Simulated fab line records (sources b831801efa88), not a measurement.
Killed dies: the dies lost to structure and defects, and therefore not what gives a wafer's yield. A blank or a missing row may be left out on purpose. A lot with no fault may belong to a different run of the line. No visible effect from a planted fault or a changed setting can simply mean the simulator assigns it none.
Commonality check across tools / flow sky130 / Sample size 12 lots and 36 wafers

REASON IT WAS OPENED
At SKY_VT_ADJUST_LVTN_OVL_MEAS_07 the reading VT_ADJUST_LVTN_OVL is flagged on 3 of 12 lots. Wafers without a fault read 0.3 nm, standard deviation 1.4.
Rule: a lot is flagged when every wafer of it that has a number lies more than 4 standard deviations from that mean, or none has a number. As for the other lots, they are considered sound.

lot=L689; measured=day 7 03:41; on=overlay-02; VT_ADJUST_LVTN_OVL (nm), wafer by wafer=0.5 -1.2 0.6; flag=
lot=L690; measured=day 7 05:29; on=overlay-02; VT_ADJUST_LVTN_OVL (nm), wafer by wafer=1.6 0.0 0.7; flag=
lot=L691; measured=day 7 09:38; on=overlay-02; VT_ADJUST_LVTN_OVL (nm), wafer by wafer=-0.1 0.0 -2.1; flag=
lot=L694; measured=day 8 04:15; on=overlay-01; VT_ADJUST_LVTN_OVL (nm), wafer by wafer=181.3 180.7 180.1; flag=FLAGGED
lot=L696; measured=day 8 19:38; on=overlay-01; VT_ADJUST_LVTN_OVL (nm), wafer by wafer=0.3 -0.7 -0.5; flag=
lot=L697; measured=day 9 01:38; on=overlay-02; VT_ADJUST_LVTN_OVL (nm), wafer by wafer=183.7 183.0 182.2; flag=FLAGGED
lot=L698; measured=day 9 08:29; on=overlay-02; VT_ADJUST_LVTN_OVL (nm), wafer by wafer=180.8 180.0 179.9; flag=FLAGGED
lot=L702; measured=day 10 10:59; on=overlay-02; VT_ADJUST_LVTN_OVL (nm), wafer by wafer=-1.4 0.8 0.8; flag=
lot=L703; measured=day 10 16:06; on=overlay-02; VT_ADJUST_LVTN_OVL (nm), wafer by wafer=1.7 0.9 -0.4; flag=
lot=L710; measured=day 12 16:02; on=overlay-01; VT_ADJUST_LVTN_OVL (nm), wafer by wafer=1.5 1.1 1.8; flag=
lot=L711; measured=day 12 21:29; on=overlay-02; VT_ADJUST_LVTN_OVL (nm), wafer by wafer=-0.8 0.2 0.6; flag=
lot=L712; measured=day 14 06:14; on=overlay-02; VT_ADJUST_LVTN_OVL (nm), wafer by wafer=3.0 2.0 0.6; flag=
On average the flagged lots read 181.3 nm, which is +181.0 nm against the usual, or +99 or more standard deviations.

WHICH TOOL RAN EACH LOT
The record holds 1 process step before the reading, out of a route of 708 steps. Read each cell as the tool, then ch plus the chambers that the sampled wafers visited, then the start.
lot=L689; flag=; SKY_VT_ADJUST_LVTN_EXPOSE_04=iline stepper-01 ch 0, day 6 18:19
lot=L690; flag=; SKY_VT_ADJUST_LVTN_EXPOSE_04=iline stepper-02 ch 0, day 6 20:14
lot=L691; flag=; SKY_VT_ADJUST_LVTN_EXPOSE_04=iline stepper-01 ch 0, day 7 00:11
lot=L694; flag=FLAGGED; SKY_VT_ADJUST_LVTN_EXPOSE_04=iline stepper-02 ch 0, day 7 18:35
lot=L696; flag=; SKY_VT_ADJUST_LVTN_EXPOSE_04=iline stepper-01 ch 0, day 8 08:50
lot=L697; flag=FLAGGED; SKY_VT_ADJUST_LVTN_EXPOSE_04=iline stepper-02 ch 0, day 8 15:43
lot=L698; flag=FLAGGED; SKY_VT_ADJUST_LVTN_EXPOSE_04=iline stepper-02 ch 0, day 8 22:05
lot=L702; flag=; SKY_VT_ADJUST_LVTN_EXPOSE_04=iline stepper-01 ch 0, day 9 23:50
lot=L703; flag=; SKY_VT_ADJUST_LVTN_EXPOSE_04=iline stepper-01 ch 0, day 10 04:40
lot=L710; flag=; SKY_VT_ADJUST_LVTN_EXPOSE_04=iline stepper-01 ch 0, day 12 03:40
lot=L711; flag=; SKY_VT_ADJUST_LVTN_EXPOSE_04=iline stepper-01 ch 0, day 12 09:02
lot=L712; flag=; SKY_VT_ADJUST_LVTN_EXPOSE_04=iline stepper-01 ch 0, day 13 17:31
What these steps do:
- SKY_VT_ADJUST_LVTN_EXPOSE_04: exposes mask NWM COMPLEMENT LESS NATIVE, target cd 840 nm.
- SKY_VT_ADJUST_LVTN_OVL_MEAS_07

FLAGGED OVER TOTAL, TOOL BY TOOL (the gauges that took the reading come last)
step=SKY_VT_ADJUST_LVTN_EXPOSE_04; tool=iline stepper-01; lots run=8; flagged=0; share of the flagged lots=none; sound lots run after its first flagged lot=-
step=SKY_VT_ADJUST_LVTN_EXPOSE_04; tool=iline stepper-02; lots run=4; flagged=3; share of the flagged lots=all; sound lots run after its first flagged lot=0
step=SKY_VT_ADJUST_LVTN_OVL_MEAS_07; tool=overlay-01; lots run=3; flagged=1; share of the flagged lots=some; sound lots run after its first flagged lot=2 (L696,L710)
step=SKY_VT_ADJUST_LVTN_OVL_MEAS_07; tool=overlay-02; lots run=9; flagged=2; share of the flagged lots=some; sound lots run after its first flagged lot=4 (L702,L703,L711,L712)

WHAT THE TABLE ALLOWS
1 row of the table ran every flagged lot: iline stepper-02 at SKY_VT_ADJUST_LVTN_EXPOSE_04.
- iline stepper-02 at SKY_VT_ADJUST_LVTN_EXPOSE_04 ran 4 lots, 3 of them flagged. Last sound lot L690 at day 6 20:14, first flagged lot L694 at day 7 18:35; a fault beginning in between fits.
iline stepper-02 at SKY_VT_ADJUST_LVTN_EXPOSE_04 is the single tool remaining.

WHAT WAS PUT IN BY THE SIMULATOR
Scanner matching overlay: iline stepper-02, from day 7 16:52 on, at SKY_VT_ADJUST_LVTN_EXPOSE_04. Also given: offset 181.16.
Shown lots that were struck: L694, L697, L698. The rule above found the same.
